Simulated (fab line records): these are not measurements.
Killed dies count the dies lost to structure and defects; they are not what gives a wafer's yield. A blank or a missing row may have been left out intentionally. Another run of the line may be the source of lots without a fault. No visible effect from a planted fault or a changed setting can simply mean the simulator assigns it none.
Comparing a struck lot with a sound one / flow sfqLine / 21 steps out of a route of 325
Sound: these wafers, L381.1, L381.2, L381.6. Struck: wafer L390.2 (left out: L390.3, L390.4 of the same lot, which were not struck); the cause appears at the end.
At each step with rows: each side's tool, then ch and its chambers, then its first start. Under that, the readings that differ: sound wafers / struck wafers / difference of the means / sigmas: that difference in standard deviations of wafers without a fault.
alike: a reading whose means differ by less than 2 such deviations, as well as words and numbers matching on both sides. not compared: withheld readings; readings where some wafer has no value; bounds like >300 that might hide an equal value; numbers whose values overlap and for which the record gives no deviation.
A row with sigmas, a row that says differs or no value, or rows on one side alone: a step with any of these is where the two part. Numbers that have no deviation but don't overlap get no sigmas and don't part them. A reading missing from all wafers of one side parts the sides only when that side holds two or more wafers.

first, 3 steps without rows for these wafers: SFQ_TRILAYER_M1_LITHO_EXPOSE_040 (exposes mask M1, target cd 500 nm); SFQ_TRILAYER_M1_LITHO_PEB_042 (peb time 60 s); SFQ_TRILAYER_M1_LITHO_DEVELOP_041 (time 60 s).
SFQ_M1_OVL_MEAS_911:
  struck on overlay-02, day 29 06:26; sound on overlay-02, day 26 01:42
  alike: M1_OVL
SFQ_TRILAYER_M1_BARC_OPEN_METAL_ETCH_054: etches BARC in O2, target depth 125 nm, time 41.7 s.
  sound on rieMetal-03 ch 0,1, day 26 01:44; struck on rieMetal-04 ch 0, day 29 06:28
  alike: drypumpMotorCurrentA, oesProductAu
  not compared: rfHoursCounterH
SFQ_TRILAYER_M1_ETCH_METAL_ETCH_042: etches Nb in Cl2/Ar, stops on SiO2, target depth 240 nm, time 120 s.
  sound on rieMetal-03 ch 0,1, day 26 01:48; struck on rieMetal-04 ch 0, day 29 06:31
  alike: drypumpMotorCurrentA, oesProductAu
  not compared: rfHoursCounterH
SFQ_TRILAYER_M1_STRIP_STRIP_043: strips in O2.
  sound on rieMetal-03 ch 0,1, day 26 01:56; struck on rieMetal-04 ch 0, day 29 06:38
reading=oesProductAu (a.u.); sound=1.016 1.012 1.007; struck=0.993; difference=-0.019; sigmas=-2
  alike: drypumpMotorCurrentA
  not compared: rfHoursCounterH
then, 1 step without rows for these wafers: SFQ_TRILAYER_M1_STRIP_SOLV_CLEAN_044 (cleans in NMP, time 600 s).
SFQ_TRILAYER_I1_DEP_PECVD_045: deposits SiO2 from SiH4/N2O, time 111.11 s, target thk 500 nm.
  sound on pecvd-02 ch 0,1,2, day 26 02:42; struck on pecvd-03 ch 2, day 29 07:25
reading=heaterPowerW (W); sound=97 78 86; struck=127; difference=+40; sigmas=+2
  alike: chamberPressureTorr, throttleValvePct
SFQ_TRILAYER_I1_CMP_CMP_046: polishes SiO2.
  sound on cmp-02 ch 0,1,3, day 26 16:06; struck on cmp-02 ch 2, day 29 10:25
  alike: headPressurePsi, motorCurrentA, slurryFilterDpKPa, timeToEndpointS
SFQ_I1_BOW_MEAS_912:
  struck on filmMetro-01, day 29 13:26; sound on filmMetro-01, day 26 18:06
  alike: I1_BOW
following that, these wafers have no rows for 1 step: SFQ_TRILAYER_I1_METRO_MEASURE_047.
SFQ_TRILAYER_I1_VIA_LITHO_COAT_054: resist thk 62 nm.
  sound on lithoTrack-04 ch 0, day 26 19:25; struck on lithoTrack-03 ch 0, day 29 14:47
reading=model.BARC_of_TRILAYER_I1_VIA_LITHO_COAT_054.thkNm (nm); sound=62.06 62.21 61.97; struck=63.93; difference=+1.85; sigmas=
  alike: chillPlateTempC
then, 5 steps without rows for these wafers: SFQ_TRILAYER_I1_VIA_LITHO_COAT_049 (resist thk 650 nm); SFQ_TRILAYER_I1_VIA_LITHO_SOFTBAKE_053; SFQ_TRILAYER_I1_VIA_LITHO_EXPOSE_050 (exposes mask I1, target cd 500 nm); SFQ_TRILAYER_I1_VIA_LITHO_PEB_052 (peb time 60 s); SFQ_TRILAYER_I1_VIA_LITHO_DEVELOP_051 (time 60 s).
-- the record jumps here: 6 days lie between the struck wafers' starts before and after --
SFQ_I1_OVL_MEAS_913:
  struck on overlay-01, day 35 12:38; sound on overlay-01, day 26 22:19
reading=I1_OVL (nm); sound=-4 7 -1; struck=-12; difference=-13; sigmas=-2
SFQ_TRILAYER_I1_VIA_BARC_OPEN_VIA_ETCH_071: etches BARC in O2, target depth 125 nm, time 41.7 s.
  sound on rieDiel-01 ch 1,2, day 26 22:21; struck on rieDiel-01 ch 2, day 35 12:40
reading=oesProductAu (a.u.); sound=0.682 0.685 0.681; struck=0.697; difference=+0.014; sigmas=+3
reading=model.etch.depthNm (nm); sound=62.06 62.21 61.97; struck=63.93; difference=+1.85; sigmas=
  alike: drypumpMotorCurrentA
  not compared: rfHoursCounterH
then, 1 step without rows for these wafers: SFQ_TRILAYER_I1_VIA_ETCH_VIA_ETCH_052 (etches SiO2 in CHF3, stops on Nb, target depth 260 nm).

WHERE THEY PART
At SFQ_TRILAYER_M1_STRIP_STRIP_043 first; at SFQ_TRILAYER_I1_VIA_BARC_OPEN_VIA_ETCH_071 last (within this record only).

WHY: the cause the simulator had injected
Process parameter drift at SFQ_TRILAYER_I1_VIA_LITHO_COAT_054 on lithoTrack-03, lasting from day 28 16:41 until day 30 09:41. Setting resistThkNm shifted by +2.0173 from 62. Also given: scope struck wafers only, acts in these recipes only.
